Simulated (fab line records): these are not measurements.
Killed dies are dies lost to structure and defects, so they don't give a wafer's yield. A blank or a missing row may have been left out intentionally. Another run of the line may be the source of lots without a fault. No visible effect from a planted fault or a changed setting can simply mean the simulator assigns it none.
The tool behind it: which one? / flow sky130 / 17 wafers from 6 lots sampled at 2 of the route's 708 steps

== WHAT THE GAUGES SHOWED, per wafer ==
SKY_LI_CONTACT_CD_MEAS_12: target cd 170 nm.
lot=L411; measured=day 29 18:25; on=cd-sem-01; cd-nm (nm)=169.4 169.4 169.1
lot=L413; measured=day 30 21:26; on=cd-sem-01; cd-nm (nm)=169.9 170.7 170.2
lot=L417; measured=day 32 07:30; on=cd-sem-02; cd-nm (nm)=170.3 169.3 169.6
lot=L420; measured=day 33 09:14; on=cd-sem-01; cd-nm (nm)=170.3 166.3
lot=L427; measured=day 35 16:58; on=cd-sem-01; cd-nm (nm)=170.1 171.1 168.8
lot=L431; measured=day 36 08:34; on=cd-sem-02; cd-nm (nm)=171.5 171.0 170.0

== TOOL THAT RAN EACH LOT (tool first, then ch and the chambers of the sampled wafers, then the start) ==
lot=L411; SKY_LI_CONTACT_EXPOSE_09=krf-scanner-02 ch 0, day 29 05:25
lot=L413; SKY_LI_CONTACT_EXPOSE_09=krf-scanner-02 ch 0, day 30 08:07
lot=L417; SKY_LI_CONTACT_EXPOSE_09=krf-scanner-02 ch 0, day 31 18:32
lot=L420; SKY_LI_CONTACT_EXPOSE_09=krf-scanner-02 ch 0, day 32 20:31
lot=L427; SKY_LI_CONTACT_EXPOSE_09=krf-scanner-02 ch 0, day 35 03:55
lot=L431; SKY_LI_CONTACT_EXPOSE_09=krf-scanner-02 ch 0, day 35 20:32
- SKY_LI_CONTACT_EXPOSE_09: exposes mask LICM1, target cd 170 nm.

== THE ANSWER, worked out from the rows above alone ==
Rule: the lots themselves supply what counts as usual. The widest of any qualifying gaps counts: lots, ordered by their means at a reading, are off when they make up no more than a third of the lots, leave a main group of 4 or more, and stand apart from it by 3 or more times the standard deviation of that group's means. Not used: any main group whose means are identical at the precision the tables above print for the reading. Also off: a lot with no number at a reading for which 4 or more lots have one. The other lots that the step has rows for count as sound.
None of the lots is off at any reading shown; this tells nothing.

== WHAT HAD BEEN PUT IN BY THE SIMULATOR ==
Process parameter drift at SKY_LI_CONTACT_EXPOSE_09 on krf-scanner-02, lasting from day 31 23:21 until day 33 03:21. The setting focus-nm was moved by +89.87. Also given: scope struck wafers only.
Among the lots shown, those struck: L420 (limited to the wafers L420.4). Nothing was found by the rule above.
